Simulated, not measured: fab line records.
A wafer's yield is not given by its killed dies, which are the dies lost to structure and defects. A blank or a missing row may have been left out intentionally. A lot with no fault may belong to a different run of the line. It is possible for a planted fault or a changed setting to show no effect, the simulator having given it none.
The tool behind it: which one? :: flow sky130 :: 10 lots, 30 wafers sampled, at 6 steps of a route of 708

== WHAT THE GAUGES READ, wafer by wafer ==
SKY_CONTACT_BOW_MEAS_05.
lot: L921
measured: day 31 22:50
on: film metro-04
CONTACT_BOW (um): 86 80 91

lot: L923
measured: day 32 11:16
on: film metro-01
CONTACT_BOW (um): 75 77 91

lot: L924
measured: day 32 12:18
on: film metro-01
CONTACT_BOW (um): 82 81 84

lot: L928
measured: day 33 13:28
on: film metro-04
CONTACT_BOW (um): 88 81 73

lot: L930
measured: day 34 06:12
on: film metro-01
CONTACT_BOW (um): 80 75 81

lot: L931
measured: day 34 07:11
on: film metro-02
CONTACT_BOW (um): 83 87 73

lot: L936
measured: day 34 23:52
on: film metro-01
CONTACT_BOW (um): 85 84 84

lot: L937
measured: day 35 18:20
on: film metro-04
CONTACT_BOW (um): 78 87 74

lot: L941
measured: day 37 00:49
on: film metro-02
CONTACT_BOW (um): 86 71 78

lot: L942
measured: day 37 03:29
on: film metro-04
CONTACT_BOW (um): 87 90 84

SKY_CONTACT_OVL_MEAS_15.
lot: L921
measured: day 33 00:05
on: overlay-01
CONTACT_OVL (nm): 0 3 1

lot: L923
measured: day 33 13:56
on: overlay-02
CONTACT_OVL (nm): -12 1 -8

lot: L924
measured: day 33 14:35
on: overlay-02
CONTACT_OVL (nm): -1 -14 -10

lot: L928
measured: day 34 15:36
on: overlay-01
CONTACT_OVL (nm): -8 -7 -4

lot: L930
measured: day 35 08:21
on: overlay-01
CONTACT_OVL (nm): -10 -2 -3

lot: L931
measured: day 35 09:27
on: overlay-01
CONTACT_OVL (nm): -4 2 -1

lot: L936
measured: day 36 01:53
on: overlay-02
CONTACT_OVL (nm): 4 3 -10

lot: L937
measured: day 36 20:59
on: overlay-01
CONTACT_OVL (nm): -18 -14 -14

lot: L941
measured: day 38 03:13
on: overlay-01
CONTACT_OVL (nm): 1 -2 1

lot: L942
measured: day 38 05:35
on: overlay-01
CONTACT_OVL (nm): 1 -2 -3

SKY_METAL1_RS_MEAS_05: the measuring method here is four-point-probe.
lot: L921
measured: day 33 01:41
on: film metro-03
METAL1_ALCU_RS (ohm/sq): 0.1231 0.1257 0.1263

lot: L923
measured: day 33 15:33
on: film metro-03
METAL1_ALCU_RS (ohm/sq): 0.1254 0.1243 0.1257

lot: L924
measured: day 33 16:08
on: film metro-02
METAL1_ALCU_RS (ohm/sq): 0.1281 0.1247 0.1288

lot: L928
measured: day 34 17:28
on: film metro-02
METAL1_ALCU_RS (ohm/sq): 0.0757 0.0754 0.0756

lot: L930
measured: day 35 09:55
on: film metro-02
METAL1_ALCU_RS (ohm/sq): 0.1280 0.1266 0.1265

lot: L931
measured: day 35 11:01
on: film metro-03
METAL1_ALCU_RS (ohm/sq): 0.1277 0.1284 0.0752

lot: L936
measured: day 36 03:26
on: film metro-01
METAL1_ALCU_RS (ohm/sq): 0.1223 0.1266 0.1228

lot: L937
measured: day 36 22:36
on: film metro-02
METAL1_ALCU_RS (ohm/sq): 0.1237 0.1240 0.1245

lot: L941
measured: day 38 05:43
on: film metro-02
METAL1_ALCU_RS (ohm/sq): 0.1271 0.1272 0.1308

lot: L942
measured: day 38 07:29
on: film metro-01
METAL1_ALCU_RS (ohm/sq): 0.1245 0.1259 0.1254

SKY_METAL1_THK_MEAS_06: measures by xrf.
lot: L921
measured: day 33 01:48
on: film metro-03
METAL1_ALCU_THK (nm): 255 249 248

lot: L923
measured: day 33 15:40
on: film metro-03
METAL1_ALCU_THK (nm): 250 250 250

lot: L924
measured: day 33 16:16
on: film metro-02
METAL1_ALCU_THK (nm): 244 250 242

lot: L928
measured: day 34 17:34
on: film metro-02
METAL1_ALCU_THK (nm): 405 409 404

lot: L930
measured: day 35 10:01
on: film metro-02
METAL1_ALCU_THK (nm): 244 246 246

lot: L931
measured: day 35 11:07
on: film metro-03
METAL1_ALCU_THK (nm): 244 242 408

lot: L936
measured: day 36 03:34
on: film metro-01
METAL1_ALCU_THK (nm): 256 248 252

lot: L937
measured: day 36 22:43
on: film metro-02
METAL1_ALCU_THK (nm): 252 251 250

lot: L941
measured: day 38 05:49
on: film metro-02
METAL1_ALCU_THK (nm): 245 245 236

lot: L942
measured: day 38 07:37
on: film metro-01
METAL1_ALCU_THK (nm): 250 248 246

SKY_METAL1_CD_MEAS_15: target cd 140 nm.
lot: L921
measured: day 34 02:37
on: cd sem-02
cd nm (nm): 140.2 140.4 140.5

lot: L923
measured: day 34 17:32
on: cd sem-01
cd nm (nm): 139.5 138.9 139.9

lot: L924
measured: day 34 18:30
on: cd sem-02
cd nm (nm): 141.1 142.3 141.0

lot: L928
measured: day 35 19:23
on: cd sem-02
cd nm (nm): 138.5 139.2 138.7

lot: L930
measured: day 36 11:50
on: cd sem-02
cd nm (nm): 139.2 139.4 139.6

lot: L931
measured: day 36 12:14
on: cd sem-01
cd nm (nm): 139.7 141.0 140.9

lot: L936
measured: day 37 05:06
on: cd sem-02
cd nm (nm): 140.1 140.7 140.8

lot: L937
measured: day 38 01:05
on: cd sem-01
cd nm (nm): 139.1 140.2 141.6

lot: L941
measured: day 39 07:31
on: cd sem-01
cd nm (nm): 138.5 138.1 139.5

lot: L942
measured: day 39 08:24
on: cd sem-02
cd nm (nm): 139.1 139.0 139.7

== WHICH TOOL RAN EACH LOT (tool, then ch and the chambers of the sampled wafers, then the start) ==
lot: L921
SKY_METAL1_SPUTTER_02: pvd sputter-02, day 33 01:35

lot: L923
SKY_METAL1_SPUTTER_02: pvd sputter-04, day 33 15:26

lot: L924
SKY_METAL1_SPUTTER_02: pvd sputter-02, day 33 16:03

lot: L928
SKY_METAL1_SPUTTER_02: pvd sputter-02, day 34 17:19

lot: L930
SKY_METAL1_SPUTTER_02: pvd sputter-04, day 35 09:48

lot: L931
SKY_METAL1_SPUTTER_02: pvd sputter-02, day 35 10:54

lot: L936
SKY_METAL1_SPUTTER_02: pvd sputter-01, day 36 03:21

lot: L937
SKY_METAL1_SPUTTER_02: pvd sputter-04, day 36 22:29

lot: L941
SKY_METAL1_SPUTTER_02: pvd sputter-04, day 38 05:35

lot: L942
SKY_METAL1_SPUTTER_02: pvd sputter-04, day 38 07:23
- SKY_METAL1_SPUTTER_02: material AlCu, target thk 250 nm, time 13.3 s.

== AS READ BY THE TOOLS THEMSELVES (means over the sampled wafers that have a number; for cases with no such wafer, the mark the record gives instead) ==
SKY_METAL1_SPUTTER_02.
lot: L921
tool: pvd sputter-02
cathode dc power W (W): 10601
throttle valve pct (%): 30.0

lot: L923
tool: pvd sputter-04
cathode dc power W (W): 10600
throttle valve pct (%): 29.7

lot: L924
tool: pvd sputter-02
cathode dc power W (W): 10599
throttle valve pct (%): 29.5

lot: L928
tool: pvd sputter-02
cathode dc power W (W): 10601
throttle valve pct (%): 29.6

lot: L930
tool: pvd sputter-04
cathode dc power W (W): 10600
throttle valve pct (%): 29.5

lot: L931
tool: pvd sputter-02
cathode dc power W (W): 10601
throttle valve pct (%): 29.9

lot: L936
tool: pvd sputter-01
cathode dc power W (W): 10599
throttle valve pct (%): 30.0

lot: L937
tool: pvd sputter-04
cathode dc power W (W): 10602
throttle valve pct (%): 29.7

lot: L941
tool: pvd sputter-04
cathode dc power W (W): 10598
throttle valve pct (%): 29.9

lot: L942
tool: pvd sputter-04
cathode dc power W (W): 10601
throttle valve pct (%): 29.6

== THE ANSWER, worked out from the rows above alone ==
Rule: what is usual is taken from the lots themselves. The widest of any qualifying gaps counts: lots, ordered by their means at a reading, are off when they make up no more than a third of the lots, leave a main group of 4 or more, and stand apart from it by 3 or more times the standard deviation of that group's means. If all means in a main group match to the digits the tables above print for the reading, that group is not used. Also off: a lot with no number at a reading for which 4 or more lots have one. The other lots that the step has rows for count as sound. After the gauges, taken in route order, come the tools' own readings; for these a lot's mean is taken, as printed above. At the first step where some lot is off, the reading lying furthest off is the one used; lots without a number count as furthest.
Off: L928, L931, seen at SKY_METAL1_RS_MEAS_05 (METAL1_ALCU_RS). Main group: mean 0.1258 ohm/sq, sd 0.0015.
If a tool, at a process step before that reading, ran all the lots that are off and no sound lot after the first of them, it fits. The gauges at SKY_METAL1_RS_MEAS_05 are tried like those tools. One fits: pvd sputter-02 at SKY_METAL1_SPUTTER_02. A fault onset in the window from L924 (day 33 16:03, its last sound lot) to L928 (day 34 17:19, its first lot off) fits.

== WHAT WAS PUT IN BY THE SIMULATOR ==
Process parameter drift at SKY_METAL1_SPUTTER_02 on pvd sputter-02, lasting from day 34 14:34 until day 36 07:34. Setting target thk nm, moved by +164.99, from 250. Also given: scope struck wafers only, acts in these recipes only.
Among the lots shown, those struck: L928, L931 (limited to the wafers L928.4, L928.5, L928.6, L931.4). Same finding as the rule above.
